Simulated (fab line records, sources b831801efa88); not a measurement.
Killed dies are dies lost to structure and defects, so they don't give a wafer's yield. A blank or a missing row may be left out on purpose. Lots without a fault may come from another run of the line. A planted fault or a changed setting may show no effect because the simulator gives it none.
fab line records | flow sky130
record lots=6 wafers=18 last_day=48
route steps=708 shown FIELD_ISO@1
lots that met no fault: from a run of the same line without faults
start_h: hours from the record's first day to the start of the lot's first wafer shown | wait_h: hours since the lot's step before | " the same as in the row above | L1.1+2: a row that stands for several wafers | - no value, or no start given | * or withheld: withheld | < > ~ a bound
route shown NAME@n: a module of which the file shows steps, and the number in the route of the first | usual: mean/standard deviation of fault-free wafers | same: alike in all rows | chamber/n: place in a boat | sites: the reading at each site | _std_site: their standard deviation | _edge_site: outer sites' mean less inner sites' | radius_mm: how far each site lies from the wafer's centre | mask NAME#n: copy n | behind: the tool/chamber that last shaped the wafer | hold: why the lot was held/for how many hours/how that ended | device: the transistor (n, p or np) that didn't switch | end of line: the same wafers' tests at the end of the route | a step without rows: its recipe alone | killed: dies lost to structure and defects at the first sort, not the wafer's yield | map: a wafer's dies, x killed, . not, _ none there
set.NAME: the setting as run; set.NAME@STEP: as run at that earlier step | model.NAME: the simulator's own value behind a step, which no gauge read
lots at some steps of the route; a table a step, a row a wafer
services: from which hour (start_h, from the record's first day; less than 0 if before it) a tool's chamber was out of use, for how many hours, and why
## steps
# step SKY_FIELD_ISO_BOW_MEAS_00
# recipe mode=bow
# usual INCOMING_BOW=0/6.1
# columns lot.wafer tool chamber start_h wait_h INCOMING_BOW[um]
L958.4 film_metro-01 - 15.06 - -3
L958.5 " - " " -1
L958.6 " - " " -5
L960.1 film_metro-04 - 25.00 - -1
L960.4 " - " " 1
L960.6 " - " " 6
L965.2 film_metro-01 - 50.02 - -6
L965.5 " - " " -8
L965.6 " - " " 4
L966.1 film_metro-01 - 55.00 - 1
L966.2 " - " " 2
L966.6 " - " " 9
L967.2 film_metro-04 - 60.02 - -5
L967.3 " - " " 4
L967.4 " - " " 4
L968.2 film_metro-04 - 65.02 - 2
L968.5 " - " " 1
L968.6 " - " " 12
# step SKY_FIELD_ISO_OXIDATION_01
# recipe temp_c=900 ambient=O2 stabilise_s=600 purge_s=300 target_thk_a=120 ox_time_s=1843
# usual spike_tc_bottom_C=913.7/1.2 tube_center_temp_C=899.99/0.079 tube_center_temp_C_max=902.3/0.42 zone_power_bottom_pct=32/4.4 zone_power_top_pct=36.7/1.1
# columns lot.wafer tool chamber start_h wait_h spike_tc_bottom_C tube_center_temp_C tube_center_temp_C_max zone_power_bottom_pct zone_power_top_pct model.SiO2_of_FIELD_ISO_OXIDATION_01.thk_nm
L958.4 furnace-01 0 15.12 0.0 912.3 899.95 902.2 35 37.0 11.88
L958.5 " 0 " " 913.8 899.95 902.0 34 36.8 11.74
L958.6 " 0 " " 914.4 900.03 902.4 34 37.8 11.86
L960.1 furnace-01 0 26.41 1.4 912.0 900.04 901.9 35 37.6 11.53
L960.4 " 0 " " 913.9 899.94 902.0 34 37.6 11.73
L960.6 " 0 " " 911.6 899.99 902.1 35 37.3 11.39
L965.2 furnace-01 0 51.84 1.8 913.1 900.02 902.0 34 36.7 11.99
L965.5 " 0 " " 914.4 900.17 902.8 34 37.3 12.09
L965.6 " 0 " " 914.2 900.16 902.4 34 37.1 12.1
L966.1 furnace-01 0 57.75 2.7 913.6 900.04 902.0 34 36.8 10.11
L966.2 " 0 " " 913.2 899.93 902.2 34 37.1 10.04
L966.6 " 0 " " 912.2 900.08 902.1 34 37.7 10.16
L967.2 furnace-02 0 60.12 0.1 914.3 899.99 902.2 24 34.8 12.32
L967.3 " 0 " " 915.7 899.85 902.0 24 34.9 12.44
L967.4 " 0 " " 915.1 900.1 901.9 24 33.8 12.29
L968.2 furnace-01 0 66.95 1.9 913.6 900.09 903.0 33 37.5 9.871
L968.5 " 0 " " 912.9 900 902.2 34 37.7 9.72
L968.6 " 0 " " 913.3 899.97 901.9 34 36.2 10.01
# step SKY_FIELD_ISO_THK_MEAS_02
# recipe reads=SiO2_of_FIELD_ISO_OXIDATION_01
# usual FIELD_ISO_OXIDATION_00_THK=12.02/0.24
# columns lot.wafer tool chamber start_h wait_h FIELD_ISO_OXIDATION_00_THK[nm]
L958.4 film_metro-02 - 16.66 0.0 11.86
L958.5 " - " " 11.75
L958.6 " - " " 11.89
L960.1 film_metro-01 - 27.92 0.0 11.53
L960.4 " - " " 11.71
L960.6 " - " " 11.40
L965.2 film_metro-01 - 53.42 0.1 12.02
L965.5 " - " " 12.10
L965.6 " - " " 12.09
L966.1 film_metro-04 - 59.26 0.0 10.10
L966.2 " - " " 10.05
L966.6 " - " " 10.15
L967.2 film_metro-04 - 61.64 0.0 12.29
L967.3 " - " " 12.45
L967.4 " - " " 12.34
L968.2 film_metro-04 - 68.48 0.0 9.84
L968.5 " - " " 9.69
L968.6 " - " " 10.00
# step SKY_FIELD_ISO_CVD_03
# recipe material=Si3N4 precursor=DCS/NH3 target_thk_nm=165 temp_c=770 time_s=2830 pressure_mtorr=250
# step SKY_FIELD_ISO_THK_MEAS_04
# recipe reads=Si3N4_of_FIELD_ISO_CVD_03
# usual FIELD_ISO_CVD_03_THK=165.4/1.5
# columns lot.wafer tool chamber start_h wait_h FIELD_ISO_CVD_03_THK[nm]
L958.4 film_metro-02 - 18.51 0.0 165.9
L958.5 " - " " 164.8
L958.6 " - " " 164.6
L960.1 film_metro-04 - 30.83 0.0 166.7
L960.4 " - " " 167.0
L960.6 " - " " 165.2
L965.2 film_metro-01 - 57.10 0.1 165.3
L965.5 " - " " 167.0
L965.6 " - " " 165.4
L966.1 film_metro-04 - 61.11 0.0 163.8
L966.2 " - " " 161.6
L966.6 " - " " 160.8
L967.2 film_metro-01 - 64.56 0.0 164.6
L967.3 " - " " 165.6
L967.4 " - " " 162.9
L968.2 film_metro-04 - 70.32 0.0 168.1
L968.5 " - " " 167.1
L968.6 " - " " 168.8
# step SKY_FIELD_ISO_DEHYDRATE_05
# recipe temp_c=200 time_s=60
# step SKY_FIELD_ISO_HMDS_06
# recipe prime_time_s=60 prime_temp_c=120
# step SKY_FIELD_ISO_COAT_07
# recipe resist=BARC temp_c=withheld time_s=withheld spin_rpm=3000 resist_thk_nm=60
# step SKY_FIELD_ISO_COAT_08
# recipe resist=KrF-thick spin_rpm=3000 resist_thk_nm=450
# step SKY_FIELD_ISO_SOFTBAKE_09
# recipe temp_c=100 time_s=90 resist=KrF-thick
# step SKY_FIELD_ISO_EXPOSE_10
# recipe mask_id=FOM na=0.68 source_shape=annular sigma_inner=0.4 sigma_outer=0.8 target_cd_nm=150 dose_mj=28
# step SKY_FIELD_ISO_PEB_11
# recipe peb_temp_c=withheld peb_time_s=withheld resist=KrF-thick
# step SKY_FIELD_ISO_DEVELOP_12
# recipe develop_time_s=60 resist=KrF-thick dev_temp_c=21
# step SKY_FIELD_ISO_CD_MEAS_13
# recipe target_cd_nm=150
# usual cd_nm=150.2/1.4
# columns lot.wafer tool chamber start_h wait_h cd_nm
L958.4 cd_sem-01 - 33.57 - 150.4
L958.5 " - " " 151.0
L958.6 " - " " 148.4
L960.1 cd_sem-01 - 45.56 - 149.1
L960.4 " - " " 149.2
L960.6 " - " " 151.3
L965.2 cd_sem-02 - 73.28 - 150.0
L965.5 " - " " 148.7
L965.6 " - " " 148.3
L966.1 cd_sem-01 - 77.49 - 149.6
L966.2 " - " " 150.5
L966.6 " - " " 148.9
L967.2 cd_sem-01 - 81.54 - 148.0
L967.3 " - " " 149.2
L967.4 " - " " 149.1
L968.2 cd_sem-01 - 88.11 - 150.4
L968.5 " - " " 149.2
L968.6 " - " " 150.7
# step SKY_FIELD_ISO_ETCH_14
# recipe chemistry=N2/H2 target=BARC ion_energy_ev=200 source_w=500 bias_w=100 pressure_mtorr=30 n2_flow_sccm=100 h2_flow_sccm=200 stop_on=SiO2 time_s=45.9 target_depth_a=600
# usual chamber_pressure_mTorr=30.004/0.026 drypump_motor_current_A=6.0/0.47 oes_product_au=0.855/0.0049 throttle_valve_pct=13.225/0.0093
# columns lot.wafer tool chamber start_h wait_h chamber_pressure_mTorr drypump_motor_current_A oes_product_au rf_hours_counter_h throttle_valve_pct
L958.4 rie_diel-01 2 33.63 0.0 29.962 6.5 0.860 130 13.211
L958.5 " 1 " " 30.012 6.7 0.852 - 13.220
L958.6 " 2 " " 29.969 6.5 0.860 - 13.230
L960.1 rie_diel-04 2 45.68 0.1 30.032 6.4 0.858 126 13.239
L960.4 " 3 " " 29.994 5.3 0.850 169 13.219
L960.6 " 3 " " 29.957 5.3 0.859 - 13.218
L965.2 rie_diel-01 3 73.38 0.1 30.006 5.4 0.857 6 13.223
L965.5 " 3 " " 29.978 5.4 0.863 - 13.227
L965.6 " 0 " " 30.018 5.9 0.854 - 13.220
L966.1 rie_diel-04 0 77.61 0.1 30.024 5.6 0.861 108 13.217
L966.2 " 2 " " 30.023 6.4 0.858 127 13.243
L966.6 " 2 " " 30.006 6.4 0.852 - 13.241
L967.2 rie_diel-02 1 81.64 0.1 29.974 5.3 0.857 115 13.221
L967.3 " 0 " " 30.015 6.0 0.854 150 13.228
L967.4 " 2 " " 29.989 6.2 0.863 85 13.226
L968.2 rie_diel-04 0 88.21 0.1 30.003 5.6 0.858 108 13.227
L968.5 " 0 " " 29.964 5.6 0.854 - 13.221
L968.6 " 2 " " 30.005 6.4 0.848 - 13.226
# step SKY_FIELD_ISO_ETCH_15
# recipe chemistry=CHF3/O2 target_depth_nm=180 stop_on=Si source_w=600 bias_w=200 pressure_mtorr=40 chf3_flow_sccm=50 O2_flow_sccm=5 time_s=72
# usual chamber_pressure_mTorr=40.00/0.035 drypump_motor_current_A=6.0/0.47 oes_product_au=0.947/0.007 throttle_valve_pct=8.844/0.01
# columns lot.wafer tool chamber start_h wait_h chamber_pressure_mTorr drypump_motor_current_A oes_product_au rf_hours_counter_h throttle_valve_pct
L958.4 rie_diel-01 2 33.67 0.0 39.95 6.4 0.950 130 8.850
L958.5 " 1 " " 39.95 6.7 0.950 - 8.854
L958.6 " 2 " " 39.97 6.4 0.943 - 8.834
L960.1 rie_diel-04 2 45.72 0.0 40.03 6.4 0.951 126 8.848
L960.4 " 3 " " 40.01 5.3 0.949 169 8.852
L960.6 " 3 " " 39.97 5.3 0.944 - 8.837
L965.2 rie_diel-01 3 73.42 0.0 40.01 5.5 0.950 6 8.823
L965.5 " 3 " " 39.96 5.5 0.952 - 8.865
L965.6 " 0 " " 39.97 6.0 0.950 - 8.843
L966.1 rie_diel-04 0 77.66 0.0 39.97 5.6 0.929 108 8.833
L966.2 " 2 " " 39.96 6.4 0.937 127 8.848
L966.6 " 2 " " 39.96 6.4 0.928 - 8.853
L967.2 rie_diel-02 1 81.69 0.0 40.04 5.3 0.948 115 8.824
L967.3 " 0 " " 39.99 6.0 0.943 150 8.831
L967.4 " 2 " " 39.97 6.2 0.939 85 8.839
L968.2 rie_diel-04 0 88.26 0.0 39.95 5.6 0.960 108 8.849
L968.5 " 0 " " 39.93 5.6 0.957 - 8.839
L968.6 " 2 " " 40.01 6.4 0.951 - 8.859
# step SKY_FIELD_ISO_STRIP_16
# recipe chemistry=O2/N2 power_w=1400 pressure_mtorr=1500 platen_temp_c=withheld o2_flow_sccm=3000 n2_flow_sccm=300 overash_fraction=0.5
# usual chamber_pressure_mTorr=1500.1/1.3 drypump_motor_current_A=5.7/0.35 oes_product_au=0.377/0.0051 strip_time_to_endpoint_s=3.537/0.029
# columns lot.wafer tool chamber start_h wait_h chamber_pressure_mTorr drypump_motor_current_A oes_product_au rf_hours_counter_h strip_time_to_endpoint_s
L958.4 plasma_asher-03 0 33.76 0.1 1499.7 5.5 0.377 - 3.513
L958.5 " 0 " " 1501.1 5.4 0.376 - 3.493
L958.6 " 1 " " 1500.1 5.5 0.385 - 3.531
L960.1 plasma_asher-02 1 45.77 0.0 1500.0 5.4 0.378 34 3.485
L960.4 " 0 " " 1500.2 5.5 0.371 - 3.526
L960.6 " 0 " " 1499.5 5.5 0.383 - 3.550
L965.2 plasma_asher-02 0 73.47 0.0 1501.4 5.5 0.366 37 3.532
L965.5 " 0 " " 1500.1 5.5 0.364 - 3.492
L965.6 " 1 " " 1498.7 5.4 0.376 - 3.565
L966.1 plasma_asher-01 1 77.71 0.0 1498.6 6.3 0.376 39 3.526
L966.2 " 0 " " 1498.2 5.8 0.372 39 3.516
L966.6 " 1 " " 1499.3 6.4 0.380 - 3.559
L967.2 plasma_asher-01 1 81.74 0.0 1500.7 6.3 0.380 40 3.555
L967.3 " 1 " " 1498.0 6.4 0.382 - 3.576
L967.4 " 0 " " 1499.3 5.8 0.385 - 3.561
L968.2 plasma_asher-02 1 88.31 0.0 1499.9 5.4 0.379 38 3.566
L968.5 " 1 " " 1500.8 5.4 0.383 - 3.543
L968.6 " 0 " " 1499.4 5.5 0.375 - 3.574
# step SKY_FIELD_ISO_ETCH_17
# recipe target_depth_a=3420 mask_material=Si3N4 chemistry=HBr/Cl2/O2 target=Si taper_deg=5 icp_w=600 bias_w=150 pressure_mtorr=15 HBr_flow_sccm=150 Cl2_flow_sccm=40 O2_flow_sccm=6 time_s=97.7
# usual chamber_pressure_mTorr=15.000/0.015 drypump_motor_current_A=5.8/0.32 oes_product_au=0.997/0.01 throttle_valve_pct=25.660/0.011
# columns lot.wafer tool chamber start_h wait_h chamber_pressure_mTorr drypump_motor_current_A oes_product_au rf_hours_counter_h throttle_valve_pct
L958.4 rie_si-02 0 33.82 0.0 14.986 5.7 0.999 22 25.654
L958.5 " 0 " " 15.013 5.7 1.016 - 25.634
L958.6 " 1 " " 15.008 6.3 0.982 - 25.693
L960.1 rie_si-01 2 45.87 0.1 15.020 5.4 0.991 2 25.662
L960.4 " 3 " " 14.994 6.2 0.996 37 25.665
L960.6 " 1 " " 15.007 5.6 0.977 - 25.667
L965.2 rie_si-02 1 73.57 0.1 15.021 6.3 0.997 61 25.650
L965.5 " 0 " " 14.995 5.7 1.013 - 25.648
L965.6 " 1 " " 14.995 6.3 0.987 - 25.653
L966.1 rie_si-01 0 77.81 0.1 14.981 5.3 0.989 148 25.660
L966.2 " 2 " " 15.007 5.4 1.001 2 25.655
L966.6 " 3 " " 14.982 6.3 0.997 - 25.657
L967.2 rie_si-02 0 81.84 0.1 14.994 5.7 1.008 23 25.652
L967.3 " 1 " " 14.980 6.3 0.988 61 25.658
L967.4 " 2 " " 15.016 5.8 1.006 79 25.674
L968.2 rie_si-02 2 88.41 0.1 14.983 5.8 0.995 80 25.648
L968.5 " 2 " " 15.000 5.8 0.994 - 25.653
L968.6 " 1 " " 14.982 6.3 0.997 - 25.649
# step SKY_FIELD_ISO_WET_ETCH_18
# recipe chemistry=H3PO4 target_depth_nm=25 temp_c=160 target=Si3N4 time_s=286
# step SKY_FIELD_ISO_CLEAN_19
# recipe chemistry=SC1/SC2 mix=1:4:20 temp_c=70 time_s=150
# step SKY_FIELD_ISO_CLEAN_20
# recipe chemistry=dHF time_s=20 dilution=100:1
# step SKY_FIELD_ISO_WET_ETCH_21
# recipe chemistry=dHF dilution=100:1 target_depth_nm=20 dry=ipa_marangoni target=SiO2 temp_c=25 time_s=400
# step SKY_FIELD_ISO_OXIDATION_22
# recipe temp_c=950 ambient=O2 stabilise_s=600 purge_s=300 target_thk_a=100 ox_time_s=623
# step SKY_FIELD_ISO_THK_MEAS_23
# recipe reads=SiO2_of_FIELD_ISO_OXIDATION_22
# usual FIELD_ISO_OXIDATION_01_THK=10.02/0.21
# columns lot.wafer tool chamber start_h wait_h FIELD_ISO_OXIDATION_01_THK[nm]
L958.4 film_metro-01 - 41.93 0.0 9.57
L958.5 " - " " 9.79
L958.6 " - " " 9.63
L960.1 film_metro-01 - 53.97 0.0 10.22
L960.4 " - " " 10.11
L960.6 " - " " 10.00
L965.2 film_metro-01 - 76.41 0.0 9.73
L965.5 " - " " 9.83
L965.6 " - " " 10.05
L966.1 film_metro-01 - 79.40 0.0 9.87
L966.2 " - " " 10.01
L966.6 " - " " 9.87
L967.2 film_metro-02 - 83.67 0.0 10.04
L967.3 " - " " 10.19
L967.4 " - " " 10.00
L968.2 film_metro-01 - 90.25 0.0 10.24
L968.5 " - " " 10.37
L968.6 " - " " 10.38
# step SKY_FIELD_ISO_CVD_24
# recipe material=SiO2 target_thk_nm=595 temp_c=650 sigma_open_frac=0.3 time_s=99.2 sih4_flow_sccm=60 pressure_mtorr=6
# step SKY_FIELD_ISO_THK_MEAS_25
# recipe reads=SiO2_of_FIELD_ISO_CVD_24
# usual FIELD_ISO_CVD_24_THK=590/6.6
# columns lot.wafer tool chamber start_h wait_h FIELD_ISO_CVD_24_THK[nm]
L958.4 film_metro-04 - 42.13 0.1 593
L958.5 " - " " 595
L958.6 " - " " 586
L960.1 film_metro-04 - 54.10 0.0 598
L960.4 " - " " 602
L960.6 " - " " 594
L965.2 film_metro-04 - 76.54 0.0 582
L965.5 " - " " 586
L965.6 " - " " 587
L966.1 film_metro-04 - 79.53 0.0 577
L966.2 " - " " 582
L966.6 " - " " 583
L967.2 film_metro-01 - 83.80 0.0 598
L967.3 " - " " 594
L967.4 " - " " 591
L968.2 film_metro-04 - 90.39 0.0 597
L968.5 " - " " 586
L968.6 " - " " 590
# step SKY_FIELD_ISO_ANNEAL_26
# recipe temp_c=1000 time_s=1800 ambient=N2
# step SKY_FIELD_ISO_CMP_27
# recipe stop_on=Si3N4 t_overpolish_s=16 down_force_psi=4 platen_rpm=60 target_thk_nm=457.8 pad_velocity_m_s=0.94248
# usual motor_current_A=12.1/1.3
# columns lot.wafer tool chamber start_h wait_h motor_current_A
L958.4 cmp-01 3 50.73 0.3 9.9
L958.6 " 3 " " 10.1
L958.5 " 0 " " 13.9
L960.4 cmp-01 3 57.80 0.1 10.0
L960.1 " 1 " " 12.0
L960.6 " 2 " " 12.5
L965.2 cmp-02 3 79.31 0.0 12.6
L965.5 " 3 " " 13.1
L965.6 " 0 " " 11.1
L966.1 cmp-01 1 81.19 0.1 11.9
L966.2 " 2 " " 13.2
L966.6 " 3 " " 9.8
L967.3 cmp-02 1 86.14 0.0 13.0
L967.2 " 2 " " 11.9
L967.4 " 0 " " 9.9
L968.2 cmp-02 2 92.04 0.1 12.0
L968.5 " 0 " " 10.6
L968.6 " 1 " " 13.5
# step SKY_FIELD_ISO_WET_ETCH_28
# recipe chemistry=dHF target_depth_nm=23.7 target=SiO2 dilution=10:1 temp_c=25 time_s=47
# step SKY_FIELD_ISO_WET_ETCH_29
# recipe chemistry=H3PO4 target_depth_nm=160 target=Si3N4 temp_c=160 time_s=1825
# columns lot.wafer tool chamber start_h wait_h model.SiO2_of_FIELD_ISO_OXIDATION_01.thk_nm
L958.4 wet_bench-02 3 51.05 0.0 11.57
L958.5 " 3 " " 11.42
L958.6 " 3 " " 11.54
L960.1 wet_bench-02 1 58.07 0.0 11.22
L960.4 " 1 " " 11.42
L960.6 " 1 " " 11.08
L965.2 wet_bench-03 2 79.63 0.0 11.67
L965.5+6 " 2 " " 11.78
L966.1 wet_bench-03 2 81.41 0.0 9.769
L966.2 " 2 " " 9.701
L966.6 " 2 " " 9.817
L967.2 wet_bench-03 1 86.47 0.0 11.98
L967.3 " 1 " " 12.1
L967.4 " 1 " " 11.96
L968.2 wet_bench-03 2 92.26 0.0 9.536
L968.5 " 2 " " 9.389
L968.6 " 2 " " 9.677
# step SKY_FIELD_ISO_WET_ETCH_30
# recipe chemistry=dHF target_depth_nm=25 target=SiO2 dilution=10:1 temp_c=25 time_s=50
## services
# columns tool chamber start_h hours kind
furnace-01 - -8.07 1.8 pm
cmp-01 - 14.70 2.3 repair
rie_si-02 0 15.58 10.7 repair
furnace-02 - 20.03 3.4 pm
furnace-02 - 25.55 23.6 repair
rie_si-01 1 26.37 8.5 repair
rie_si-01 0 29.99 3.3 repair
rie_diel-04 - 41.77 0.6 repair
cmp-02 - 45.56 7.5 pm
plasma_asher-02 - 48.78 2.1 repair
cmp-01 - 52.50 4.3 repair
rie_diel-01 - 57.91 14.6 pm
cmp-02 - 64.34 4.0 pm
cmp-02 - 68.34 - consumable_replace:conditioner
cmp-02 - 68.34 - consumable_replace:pad
cmp-01 - 68.60 6.4 pm
cmp-02 - 68.89 0.5 repair
rie_diel-04 3 77.96 - clean
rie_diel-04 3 77.96 13.7 scheduled_down
rie_diel-04 3 77.96 13.7 vent_cycle
cmp-01 - 78.12 1.7 repair
rie_si-01 0 88.09 - clean
rie_si-01 0 88.09 15.0 scheduled_down
rie_si-01 0 88.09 15.0 vent_cycle
## key
first_sign step=SKY_FIELD_ISO_THK_MEAS_02 reading=FIELD_ISO_OXIDATION_00_THK direction=down sigmas=8.7 usual=12.02 struck=9.97
effect none on later readings
model_effect step=SKY_FIELD_ISO_OXIDATION_01 value=SiO2_of_FIELD_ISO_OXIDATION_01.thk_nm without=11.71 struck=9.984
model_effect step=SKY_FIELD_ISO_WET_ETCH_29 value=SiO2_of_FIELD_ISO_OXIDATION_01.thk_nm without=11.37 struck=9.648
met_at SKY_FIELD_ISO_OXIDATION_01
struck_wafers L966.1,L966.2,L966.6,L968.2,L968.5,L968.6
tester_left_out L966,L968
onset_between 51.84 57.75
fault kind=process_parameter_drift tool=furnace-01 chamber=- onset_h=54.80 steps=SKY_FIELD_ISO_OXIDATION_01 channel=ox_time_s offset=* shape=step end_h=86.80 acts_in=* stated=*
# tester_left_out: of these lots the tester's yield and bins aren't shown, on N5 and GAA mostly nor the transistor test; their killed dies are dies lost to structure and defects alone, not to doping, threshold or leakage, so they don't give the yield
